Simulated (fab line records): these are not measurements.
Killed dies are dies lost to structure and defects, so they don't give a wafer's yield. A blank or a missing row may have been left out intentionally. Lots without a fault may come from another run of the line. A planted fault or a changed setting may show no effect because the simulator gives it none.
Which tool is to blame? -- flow sky130 -- Sampling: 12 lots, 36 wafers, 4 of 708 route steps

## WHAT EACH GAUGE READ, for each wafer
SKY_CAP2M_RS_MEAS_03: a four-point-probe measurement. Usual: CAP2M_TIN_RS 6.66 ohm/sq, standard deviation 0.065.
lot,measured,on,CAP2M_TIN_RS (ohm/sq),flag
L734,day 40 08:58,film_metro-01,6.65 6.71 6.63,
L735,day 40 09:16,film_metro-01,6.67 6.55 6.68,
L737,day 41 04:03,film_metro-01,6.62 6.64 6.57,
L738,day 41 10:33,film_metro-03,6.52 6.60 6.50,
L740,day 42 02:46,film_metro-01,6.74 6.77 6.73,
L747,day 43 20:22,film_metro-03,6.79 6.73 6.73,
L748,day 44 07:13,film_metro-03,6.62 6.64 6.58,
L749,day 44 10:01,film_metro-02,6.63 6.68 6.65,
L750,day 44 21:57,film_metro-02,6.73 6.68 6.65,
L751,day 45 06:10,film_metro-02,6.71 6.72 6.69,
L753,day 46 04:06,film_metro-02,6.55 6.53 6.56,
L755,day 46 16:56,film_metro-02,6.63 6.63 6.68,

SKY_VIA4_THK_MEAS_20: measures by xrf. Usual: VIA4_W_THK 485 nm, standard deviation 6.
lot,measured,on,VIA4_W_THK (nm),flag
L734,day 43 10:19,film_metro-04,492 486 485,
L735,day 43 11:22,film_metro-03,475 471 486,
L737,day 44 04:01,film_metro-02,482 484 484,
L738,day 44 10:46,film_metro-04,484 490 486,
L740,day 45 00:10,film_metro-02,481 482 484,
L747,day 46 15:44,film_metro-04,484 480 489,
L748,day 47 01:28,film_metro-04,487 497 491,
L749,day 47 04:50,film_metro-03,494 494 486,
L750,day 47 15:02,film_metro-03,480 476 475,
L751,day 47 21:49,film_metro-04,488 488 490,
L753,day 48 17:44,film_metro-02,469 485 481,
L755,day 49 05:24,film_metro-02,486 487 486,

## EACH LOT AND THE TOOL THAT RAN IT (in order: tool; ch and the chambers of the sampled wafers; start)
lot,SKY_METAL4_METAL_ETCH_18,SKY_VIA4_SPUTTER_17
L734,"rie_metal-01 ch 0,1, day 42 08:20","pvd_sputter-01, day 43 09:58"
L735,"rie_metal-01 ch 0,1, day 42 09:44","pvd_sputter-01, day 43 11:01"
L737,"rie_metal-04 ch 0,1, day 43 03:25","pvd_sputter-03, day 44 03:39"
L738,"rie_metal-01 ch 0,1, day 43 10:14","pvd_sputter-01, day 44 10:26"
L740,"rie_metal-04 ch 0,1, day 44 00:24","pvd_sputter-01, day 44 23:50"
L747,"rie_metal-03 ch 0,1, day 45 16:44","pvd_sputter-04, day 46 15:23"
L748,"rie_metal-01 ch 1, day 46 02:40","pvd_sputter-04, day 47 01:08"
L749,"rie_metal-01 ch 0,1, day 46 06:22","pvd_sputter-04, day 47 04:29"
L750,"rie_metal-04 ch 0, day 46 17:20","pvd_sputter-04, day 47 14:41"
L751,"rie_metal-03 ch 0,1, day 47 00:16","pvd_sputter-03, day 47 21:28"
L753,"rie_metal-03 ch 0,1, day 47 20:34","pvd_sputter-01, day 48 17:24"
L755,"rie_metal-04 ch 0,1, day 48 08:54","pvd_sputter-01, day 49 05:02"
- SKY_METAL4_METAL_ETCH_18: etches the open film in Cl2/BCl3, stops on SiO2, target depth 845 nm, time 183.1 s.
- SKY_VIA4_SPUTTER_17: material TiN, target thk 20 nm, time 80 s.

## AS READ BY THE TOOLS THEMSELVES (means over the sampled wafers that have a number; for cases with no such wafer, the mark the record gives instead)
SKY_METAL4_METAL_ETCH_18. Usual: drypump_motor_current_A 5.9 A, standard deviation 0.42; oes_product_au 0.865 a.u., standard deviation 0.0065; throttle_valve_pct 22.264 %, standard deviation 0.0096.
lot,tool,drypump_motor_current_A (A),oes_product_au (a.u.),throttle_valve_pct (%),flag
L734,rie_metal-01,5.7,0.855,22.264,
L735,rie_metal-01,5.7,0.861,22.270,
L737,rie_metal-04,6.3,0.860,22.268,
L738,rie_metal-01,5.6,0.865,22.257,
L740,rie_metal-04,6.4,0.863,22.252,
L747,rie_metal-03,5.4,0.871,22.259,
L748,rie_metal-01,5.8,0.855,22.255,
L749,rie_metal-01,5.7,0.870,22.261,
L750,rie_metal-04,6.6,0.871,22.263,
L751,rie_metal-03,5.4,0.867,22.272,
L753,rie_metal-03,5.4,0.871,22.262,
L755,rie_metal-04,6.5,0.867,22.266,

SKY_VIA4_SPUTTER_17. Usual: cathode_dc_power_W 4000.0 W, standard deviation 0.74; throttle_valve_pct 29.6 %, standard deviation 0.86.
lot,tool,cathode_dc_power_W (W),throttle_valve_pct (%),flag
L734,pvd_sputter-01,3999.9,29.5,
L735,pvd_sputter-01,3999.2,29.7,
L737,pvd_sputter-03,4000.3,30.3,
L738,pvd_sputter-01,4000.0,29.5,
L740,pvd_sputter-01,4000.4,29.5,
L747,pvd_sputter-04,4000.3,30.7,
L748,pvd_sputter-04,3999.9,29.4,
L749,pvd_sputter-04,3150.9,29.1,OFF
L750,pvd_sputter-04,3150.4,30.5,OFF
L751,pvd_sputter-03,3999.8,28.4,
L753,pvd_sputter-01,4000.7,29.6,
L755,pvd_sputter-01,3999.2,29.7,

## THE ANSWER, worked out from the rows above alone
Rule: lot off if the mean of its wafers having a number is beyond 3 standard deviations from the usual mean. A lot without any number at a reading at which 4 lots or more have one is off too. Any other lot the step has rows for is counted as sound. The gauges are gone through in route order, then the tools' own readings, and for those a lot's mean is taken as printed above. The first step at which some lot is off is used, and at that step the reading that is off furthest; a lot without a number counts as furthest.
Off at SKY_VIA4_SPUTTER_17 (cathode_dc_power_W): L749, L750.
A tool fits if, at that step or a process step before it, it ran every lot that is off, and no sound lot after the first of them. One fits: pvd_sputter-04 at SKY_VIA4_SPUTTER_17. Its last sound lot is L748 (day 47 01:08), its first lot that is off L749 (day 47 04:29): a fault that began between those two fits.
On the lots that are off, the tool's own readings at SKY_VIA4_SPUTTER_17 differ by more than 5 times the standard deviation of the sound lots' means, which bears it out; cathode_dc_power_W reads 3150.7 W there versus 4000.0 W on the sound lots.

## WHAT THE SIMULATOR HAD PUT IN
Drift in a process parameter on pvd_sputter-04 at SKY_VIA4_SPUTTER_17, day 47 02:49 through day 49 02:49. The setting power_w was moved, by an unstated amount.
Shown lots that were struck: L749, L750. This agrees with what the rule above found.
